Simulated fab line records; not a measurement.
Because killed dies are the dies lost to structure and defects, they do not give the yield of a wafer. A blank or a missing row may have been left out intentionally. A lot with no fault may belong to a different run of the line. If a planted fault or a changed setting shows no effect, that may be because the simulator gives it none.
8D (eight disciplines) problem report, filled in by code ; flow sky130 ; the parts of the form that need people (team, actions taken, sign-off) are left out

## 1. WHAT IS WRONG
Wafers without a fault read 3.19 s, standard deviation 0.036; stripTimeToEndpointS at SKY_POLY_GATE_STRIP_18 reads a mean of 3.58 s on 4 wafers belonging to 3 lots. Measured from the usual mean, that is +11 standard deviations.
The step: strips in O2/N2.
First observed at day 22 15:45: wafer L145.2, on plasmaAsher-03. At this step, 36 wafers from 13 lots have a number in the record. Rule for "out", or "out of limits": more than 4 standard deviations from the usual mean. Any other wafer with a number is counted as sound.

## 2. WHAT IT IS AND WHAT IT IS NOT
question;is;is not
which readings at this step;stripTimeToEndpointS;drypumpMotorCurrentA
which lots;L145, L146, L147;L128, L129, L130, L133, L134, L136, L138, L143, L149, L150
which wafers of those lots;L145.2, L145.6, L146.6, L147.6;L146.3, L147.5
read on which tools;plasmaAsher-01, plasmaAsher-03;plasmaAsher-04
when;from day 22 15:45;"up to then (24 sound wafers); but 8 sound wafers of L146, L147, L149, L150 came after"

## 3. SUSPECTS, AND WHAT RULES EACH OUT
Counting: a tool at a process step up to the reading stays a suspect if it ran every lot that is out. Sound lots after the first of them don't rule it out here, since some wafers of a struck lot are sound.
- rieDiel-01 at SKY_POLY_GATE_ETCH_16 (etches Si3N4 in CH3F/O2, stops on poly-Si, time 147.5 s, target depth 75 nm): kept. Every lot that is out went through it, the first being L145 (day 22 15:35); the last sound lot it ran before that was L143 (day 22 01:53).
After counting, what remains is rieDiel-01 at SKY_POLY_GATE_ETCH_16.

## 4. THE CAUSE (what the simulator had put in)
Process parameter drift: rieDiel-01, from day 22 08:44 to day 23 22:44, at SKY_POLY_GATE_ETCH_16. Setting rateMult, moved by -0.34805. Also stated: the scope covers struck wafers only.
Only this tool survived the counting.

## 5. SEQUENCE OF EFFECTS, ordered by route
One row per reading whose mean, taken over the struck wafers that have a number, lies over 3 standard deviations from the usual. Scope: only readings with a usual standard deviation given in the record; hours: median across lots of the time from each lot's start at the first step in this table that gives one to its start at this step; sigmas: change in usual standard deviations.
hours;step;reading;usual;on struck wafers;change;sigmas
0;SKY_POLY_GATE_STRIP_18;stripTimeToEndpointS;3.19 s;3.58;+0.39;+11
Here are the process steps it includes:
- SKY_POLY_GATE_STRIP_18: strips in O2/N2.

## 6. HOW IT WOULD HAVE BEEN CAUGHT EARLIER
In this record no reading fell out of limits until day 22 15:45, 7 hours after the fault had begun at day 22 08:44.
Tool readings at SKY_POLY_GATE_ETCH_16 with a usual standard deviation given in the record: none out on any struck wafer, hence no alarm at a limit of 4 standard deviations on them.
Among the 3 lots that are out, L146, L147 began SKY_POLY_GATE_ETCH_16 on rieDiel-01 after day 22 15:45. A hold on the tool at that time would have spared those 2.
